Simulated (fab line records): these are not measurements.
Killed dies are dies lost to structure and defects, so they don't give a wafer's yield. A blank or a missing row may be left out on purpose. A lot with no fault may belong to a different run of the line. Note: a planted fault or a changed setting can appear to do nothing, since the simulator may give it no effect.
Comparing a struck lot with a sound one || flow sfqLine || 14 out of 325 route steps
Sound: the wafers L905.1, L905.2, L905.6. The struck wafers were L910.2, L910.3, L910.6. The cause is named last.
Each step with rows lists, per side, the tool, then ch with its chambers, then its first start. Under that, the readings that differ: sound wafers || struck wafers || difference of the means || sigmas: that difference in standard deviations of wafers without a fault.
alike: readings with means less than 2 such deviations apart, plus words and numbers identical on both sides. not compared: withheld readings, readings lacking a value on some wafer, bounds such as >300 that could conceal the same value, and numbers that have no deviation in the record and whose values overlap.
Wherever a step has rows on one side only, a row that says differs or no value, or a row with sigmas, the two part there. Numbers that don't overlap but have no deviation are shown without sigmas and don't part them. Lack of a reading on every wafer of one side parts them only where that side has two or more wafers.

first, 6 steps without rows for these wafers: SFQ_TRILAYER_M7_LITHO_COAT_182 (resist thk 62 nm); SFQ_TRILAYER_M7_LITHO_COAT_177 (resist thk 600 nm); SFQ_TRILAYER_M7_LITHO_SOFTBAKE_181; SFQ_TRILAYER_M7_LITHO_EXPOSE_178 (exposes mask M7, target cd 500 nm); SFQ_TRILAYER_M7_LITHO_PEB_180 (peb time 60 s); SFQ_TRILAYER_M7_LITHO_DEVELOP_179 (time 60 s).
SFQ_M7_OVL_MEAS_945:
  sound on overlay-02 at day 67 14:45; struck on overlay-01 at day 68 14:36
  alike: M7_OVL
SFQ_TRILAYER_M7_BARC_OPEN_METAL_ETCH_229: etches BARC in O2, target depth 125 nm, time 41.7 s.
  sound on rieMetal-03 ch 0,1, day 67 14:47; struck on rieMetal-03 ch 0,1, day 68 14:38
  alike: drypumpMotorCurrentA, oesProductAu, rfFwdPowerW
  not compared: rfHoursCounterH
SFQ_TRILAYER_M7_ETCH_METAL_ETCH_180: etches Nb in Cl2/Ar, stops on SiO2, target depth 240 nm, time 120 s.
  sound on rieMetal-03 ch 0,1, day 67 14:50; struck on rieMetal-03 ch 0,1, day 68 14:41
  alike: drypumpMotorCurrentA, oesProductAu, rfFwdPowerW
  not compared: rfHoursCounterH
SFQ_TRILAYER_M7_STRIP_STRIP_181: strips in O2.
  sound on rieMetal-03 ch 0,1, day 67 14:58; struck on rieMetal-03 ch 0,1, day 68 14:49
  alike: drypumpMotorCurrentA, oesProductAu, platenTempC
  not compared: rfHoursCounterH
then, 1 step without rows for these wafers: SFQ_TRILAYER_M7_STRIP_SOLV_CLEAN_182 (cleans in NMP, time 600 s).
SFQ_TRILAYER_I7_DEP_PECVD_183: deposits SiO2 from SiH4/N2O, time 111.11 s, target thk 500 nm.
  sound on pecvd-02 ch 0,1,2, day 67 15:44; struck on pecvd-02 ch 0,1,2, day 68 15:35
  alike: heaterPowerW, rfFwdPowerW, throttleValvePct
SFQ_TRILAYER_I7_CMP_CMP_184: polishes SiO2.
  sound on cmp-02 ch 0,2, day 67 15:49; struck on cmp-01 ch 2,3, day 68 22:19
{"reading": "headPressurePsi (psi)", "sound": "3.002 3.001 2.999", "struck": "2.376 2.378 2.371", "difference": -0.626, "sigmas": -92}
{"reading": "timeToEndpointS (s)", "sound": "202 208 220", "struck": "263 256 266", "difference": "+52", "sigmas": "+7"}
  alike: motorCurrentA
SFQ_I7_BOW_MEAS_946:
  sound on filmMetro-03 at day 67 18:49; struck on filmMetro-02 at day 69 00:50
  alike: I7_BOW

## WHERE THEY PART
Within this record, at SFQ_TRILAYER_I7_CMP_CMP_184 only. Later steps at which nothing parts them and some readings are alike: SFQ_I7_BOW_MEAS_946.

WHY: whatever the simulator had introduced
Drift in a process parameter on cmp-01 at SFQ_TRILAYER_I7_CMP_CMP_184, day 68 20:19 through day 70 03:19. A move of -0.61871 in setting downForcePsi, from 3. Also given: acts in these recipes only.
